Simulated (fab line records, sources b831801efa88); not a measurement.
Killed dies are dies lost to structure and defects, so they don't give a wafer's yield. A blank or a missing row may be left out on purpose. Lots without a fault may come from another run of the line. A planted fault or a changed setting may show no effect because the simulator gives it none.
fab line records | flow gf180mcu
record lots=6 wafers=18 last_day=34
route steps=602 shown V4@486
lots that met no fault: from a run of the same line without faults
start_h: hours from the record's first day to the start of the lot's first wafer shown | wait_h: hours since the lot's step before | " the same as in the row above | L1.1+2: a row that stands for several wafers | - no value, or no start given | * or withheld: withheld | < > ~ a bound
route shown NAME@n: a module of which the file shows steps, and the number in the route of the first | usual: mean/standard deviation of fault-free wafers | same: alike in all rows | chamber/n: place in a boat | sites: the reading at each site | _std_site: their standard deviation | _edge_site: outer sites' mean less inner sites' | radius_mm: how far each site lies from the wafer's centre | mask NAME#n: copy n | behind: the tool/chamber that last shaped the wafer | hold: why the lot was held/for how many hours/how that ended | device: the transistor (n, p or np) that didn't switch | end of line: the same wafers' tests at the end of the route | a step without rows: its recipe alone | killed: dies lost to structure and defects at the first sort, not the wafer's yield | map: a wafer's dies, x killed, . not, _ none there
set.NAME: the setting as run; set.NAME@STEP: as run at that earlier step | model.NAME: the simulator's own value behind a step, which no gauge read
lots at some steps of the route; a table a step, a row a wafer
services: from which hour (start_h, from the record's first day; less than 0 if before it) a tool's chamber was out of use, for how many hours, and why
## steps
# step GF_V4_SOFTBAKE_10
# recipe temp_c=130 time_s=60 resist=KrF
# step GF_V4_EXPOSE_11
# recipe mask_id=Via4 target_cd_nm=260 na=0.68 source_shape=conventional sigma_outer=0.6 dose_mj=37.24
# step GF_V4_PEB_12
# recipe peb_temp_c=135 peb_time_s=90 resist=KrF
# step GF_V4_DEVELOP_13
# recipe develop_time_s=60 resist=KrF dev_temp_c=21
# step GF_V4_CD_MEAS_14
# recipe target_cd_nm=260
# usual cd_nm=260.2/1.2
# columns lot.wafer tool chamber start_h wait_h cd_nm
L795.2 cd_sem-01 - 601.60 0.1 258.5
L795.4 " - " " 259.4
L795.5 " - " " 261.0
L809.1 cd_sem-01 - 702.65 0.1 260.2
L809.2 " - " " 259.6
L809.6 " - " " 260.2
L812.1 cd_sem-02 - 722.59 0.1 259.7
L812.3 " - " " 260.8
L812.5 " - " " 260.1
L813.2 cd_sem-01 - 725.70 0.1 259.9
L813.3 " - " " 259.5
L813.4 " - " " 259.4
L814.2 cd_sem-02 - 730.31 0.1 259.5
L814.5 " - " " 259.3
L814.6 " - " " 259.8
L815.2 cd_sem-01 - 738.51 0.1 259.2
L815.3 " - " " 259.5
L815.4 " - " " 258.8
# step GF_V4_OVL_MEAS_15
# usual V4_OVL=-3/4.8
# columns lot.wafer tool chamber start_h wait_h V4_OVL[nm]
L795.2 overlay-02 - 601.70 0.1 -8
L795.4 " - " " -2
L795.5 " - " " -4
L809.1 overlay-01 - 702.77 0.1 -2
L809.2 " - " " -4
L809.6 " - " " -4
L812.1 overlay-02 - 722.71 0.1 -7
L812.3 " - " " -4
L812.5 " - " " -9
L813.2 overlay-01 - 725.80 0.1 -7
L813.3 " - " " -7
L813.4 " - " " -3
L814.2 overlay-02 - 730.42 0.1 -1
L814.5 " - " " 5
L814.6 " - " " 1
L815.2 overlay-01 - 738.62 0.1 4
L815.3 " - " " 3
L815.4 " - " " 2
# step GF_V4_ETCH_16
# recipe chemistry=N2/H2 target_depth_a=withheld overetch_a=withheld time_s=withheld target=BARC ion_energy_ev=200 source_w=500 bias_w=100 pressure_mtorr=30 n2_flow_sccm=100 h2_flow_sccm=200
# usual drypump_motor_current_A=5.7/0.37 oes_product_au=0.855/0.0048 throttle_valve_pct=13.224/0.0091
# columns lot.wafer tool chamber start_h wait_h drypump_motor_current_A oes_product_au throttle_valve_pct
L795.2 rie_diel-01 0 601.73 0.0 5.8 0.844 13.221
L795.4 " 1 " " 5.9 0.848 13.210
L795.5 " 3 " " 5.6 0.848 13.238
L809.1 rie_diel-04 2 702.80 0.0 5.5 0.859 13.230
L809.2 " 3 " " 5.2 0.850 13.240
L809.6 " 3 " " 5.2 0.854 13.229
L812.1 rie_diel-03 1 722.75 0.0 5.8 0.862 13.226
L812.3 " 2 " " 6.2 0.856 13.218
L812.5 " 1 " " 5.7 0.854 13.230
L813.2 rie_diel-04 0 725.83 0.0 5.4 0.857 13.229
L813.3 " 3 " " 5.2 0.862 13.227
L813.4 " 1 " " 5.9 0.865 13.209
L814.2 rie_diel-04 2 730.45 0.0 5.5 0.856 13.224
L814.5 " 1 " " 5.8 0.856 13.232
L814.6 " 0 " " 5.4 0.857 13.226
L815.2 rie_diel-04 2 738.65 0.0 5.5 0.861 13.219
L815.3 " 1 " " 5.9 0.847 13.218
L815.4 " 0 " " 5.4 0.851 13.240
# step GF_V4_ETCH_17
# recipe chemistry=C4F8/O2/Ar mask_material=KrF target=SiO2 stop_on=TiN source_w=1500 bias_w=1200 pressure_mtorr=40 c4f8_flow_sccm=withheld O2_flow_sccm=6 Ar_flow_sccm=300 time_s=withheld target_depth_a=6300
# usual oes_product_au=0.856/0.0051
# columns lot.wafer tool chamber start_h wait_h oes_product_au
L795.2 rie_diel-01 0 - - 0.854
L795.4 " 1 " " 0.848
L795.5 " 3 " " 0.852
L809.1 rie_diel-04 2 - - 0.852
L809.2 " 3 " " 0.849
L809.6 " 3 " " 0.856
L812.1 rie_diel-03 1 - - 0.864
L812.3 " 2 " " 0.853
L812.5 " 1 " " 0.851
L813.2 rie_diel-04 0 - - 0.854
L813.3 " 3 " " 0.851
L813.4 " 1 " " 0.864
L814.2 rie_diel-04 2 - - 0.850
L814.5 " 1 " " 0.848
L814.6 " 0 " " 0.859
L815.2 rie_diel-04 2 - - 0.856
L815.3 " 1 " " 0.856
L815.4 " 0 " " 0.856
# step GF_V4_STRIP_18
# recipe chemistry=O2/N2 power_w=1400 pressure_mtorr=1500 platen_temp_c=250 o2_flow_sccm=3000 n2_flow_sccm=300 overash_fraction=0.5
# usual drypump_motor_current_A=5.8/0.49 heater_power_w=315/44 oes_product_au=0.591/0.0052
# columns lot.wafer tool chamber start_h wait_h drypump_motor_current_A heater_power_w oes_product_au rf_hours_counter_h
L795.2 plasma_asher-02 0 601.86 - 6.5 397 0.590 53
L795.4 " 1 " " 6.1 313 0.591 -
L795.5 " 0 " " 6.5 397 0.592 -
L809.1 plasma_asher-02 1 702.93 - 6.1 314 0.589 64
L809.2 " 0 " " 6.5 398 0.595 64
L809.6 " 0 " " 6.5 406 0.596 -
L812.1 plasma_asher-02 1 722.87 - 6.1 312 0.586 66
L812.3 " 1 " " 6.1 301 0.589 -
L812.5 " 0 " " 6.5 400 0.590 -
L813.2 plasma_asher-03 1 725.96 - 5.6 281 0.585 96
L813.3 " 0 " " 6.0 302 0.593 -
L813.4 " 1 " " 5.6 280 0.594 -
L814.2 plasma_asher-02 1 730.58 - 6.1 301 0.593 67
L814.5 " 0 " " 6.5 396 0.593 -
L814.6 " 1 " " 6.1 309 0.595 -
L815.2 plasma_asher-01 1 738.77 - 5.1 315 0.586 32
L815.3 " 1 " " 5.1 324 0.598 -
L815.4 " 0 " " 5.7 267 0.602 -
# step GF_V4_STRIP_19
# recipe chemistry=post_etch_residue_remover time_s=1200 temp_c=72.5
# step GF_V4_CLEAN_20
# recipe chemistry=DIW dry=n2_spin
# step GF_V4_SPUTTER_21
# recipe material=Ti target_thk_nm=15 chamber_pressure_pa=5 power_w=2500 substrate_temp_c=200 time_s=80.02
# usual throttle_valve_pct=30.1/0.85
# columns lot.wafer tool chamber start_h wait_h throttle_valve_pct
L795.2 pvd_sputter-03 - 602.40 0.0 31.3
L795.4 " - " " 29.1
L795.5 " - " " 30.9
L809.1 pvd_sputter-01 - 703.46 0.0 30.7
L809.2 " - " " 29.4
L809.6 " - " " 30.6
L812.1 pvd_sputter-03 - 723.41 0.0 28.7
L812.3 " - " " 30.2
L812.5 " - " " 31.4
L813.2 pvd_sputter-01 - 726.50 0.0 28.9
L813.3 " - " " 29.6
L813.4 " - " " 30.6
L814.2 pvd_sputter-03 - 731.14 0.0 31.2
L814.5 " - " " 29.3
L814.6 " - " " 29.8
L815.2 pvd_sputter-01 - 739.31 0.0 30.8
L815.3 " - " " 30.4
L815.4 " - " " 28.7
# step GF_V4_SPUTTER_22
# recipe material=TiN target_thk_nm=10 chamber_pressure_pa=5 power_w=4000 time_s=40
# usual throttle_valve_pct=30.1/0.84
# columns lot.wafer tool chamber start_h wait_h throttle_valve_pct model.TiN_of_V4_SPUTTER_22.thk_nm
L795.2 pvd_sputter-03 - 602.46 0.0 31.2 9.857
L795.4 " - " " 29.2 9.989
L795.5 " - " " 31.3 9.972
L809.1 pvd_sputter-01 - 703.52 0.0 30.7 9.961
L809.2 " - " " 29.5 10.13
L809.6 " - " " 30.5 10.09
L812.1 pvd_sputter-03 - 723.47 0.0 28.8 7.314
L812.3 " - " " 30.0 7.603
L812.5 " - " " 31.1 10.2
L813.2 pvd_sputter-01 - 726.56 0.0 28.7 10.1
L813.3 " - " " 29.4 10
L813.4 " - " " 30.5 9.896
L814.2 pvd_sputter-03 - 731.21 0.0 31.4 7.013
L814.5 " - " " 29.3 9.689
L814.6 " - " " 30.0 9.854
L815.2 pvd_sputter-01 - 739.37 0.0 30.4 9.554
L815.3 " - " " 30.6 9.765
L815.4 " - " " 28.9 9.819
# step GF_V4_CVD_23
# recipe material=W target_thk_nm=350 time_s=104.9 temp_c=400 pressure_torr=40
# usual heater_power_w=886/33
# columns lot.wafer tool chamber start_h wait_h heater_power_w
L795.2 cvd_w-02 0 602.50 0.0 879
L795.4 " 1 " " 897
L795.5 " 0 " " 899
L809.1 cvd_w-01 0 703.56 0.0 834
L809.2 " 1 " " 906
L809.6 " 1 " " 934
L812.1 cvd_w-01 1 723.51 0.0 913
L812.3 " 0 " " 818
L812.5 " 1 " " 922
L813.2 cvd_w-01 1 726.60 0.0 923
L813.3 " 0 " " 837
L813.4 " 1 " " 920
L814.2 cvd_w-02 1 731.24 0.0 894
L814.5 " 0 " " 893
L814.6 " 1 " " 918
L815.2 cvd_w-01 0 739.42 0.0 821
L815.3 " 0 " " 836
L815.4 " 1 " " 917
## services
# columns tool chamber start_h hours kind
rie_diel-04 2 580.53 - clean
rie_diel-04 2 580.53 28.7 scheduled_down
rie_diel-04 2 580.53 28.7 vent_cycle
pvd_sputter-03 2 581.52 - consumable_replace:kit
pvd_sputter-03 2 581.52 18.0 scheduled_down
pvd_sputter-03 2 581.52 18.0 vent_cycle
rie_diel-04 0 589.84 10.2 repair
rie_diel-04 0 604.01 8.2 repair
rie_diel-01 3 614.48 5.2 repair
plasma_asher-02 - 618.43 2.8 pm
plasma_asher-03 - 632.86 4.0 pm
rie_diel-04 3 635.78 2.4 repair
rie_diel-04 0 650.85 8.9 repair
rie_diel-01 1 657.72 9.2 repair
rie_diel-04 1 659.73 - clean
rie_diel-04 1 659.73 13.9 scheduled_down
rie_diel-04 1 659.73 13.9 vent_cycle
pvd_sputter-01 0 659.96 - consumable_replace:kit
rie_diel-03 3 680.05 63.3 repair
rie_diel-03 1 699.38 3.5 repair
rie_diel-04 1 700.77 5.1 repair
rie_diel-01 - 701.36 0.3 repair
cvd_w-02 - 707.29 1.6 repair
rie_diel-01 - 728.30 4.3 pm
## key
first_sign none at tools or gauges
model_effect step=GF_V4_SPUTTER_22 value=TiN_of_V4_SPUTTER_22.thk_nm without=10.12 struck=7.31
met_at GF_V4_SPUTTER_22
struck_wafers L812.1,L812.3,L814.2
sort_left_out L812.1,L812.3,L814.2
onset_between 602.46 723.47
fault kind=process_parameter_drift tool=pvd_sputter-03 chamber=- onset_h=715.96 steps=GF_V4_SPUTTER_22 channel=target_thk_nm offset=-2.8068 shape=step end_h=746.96 scope=struck_wafers_only acts_in=these_recipes_only stated=10
# sort_left_out: the simulated sort isn't trusted on such a fault, so these wafers' sort isn't shown, and their yield isn't known
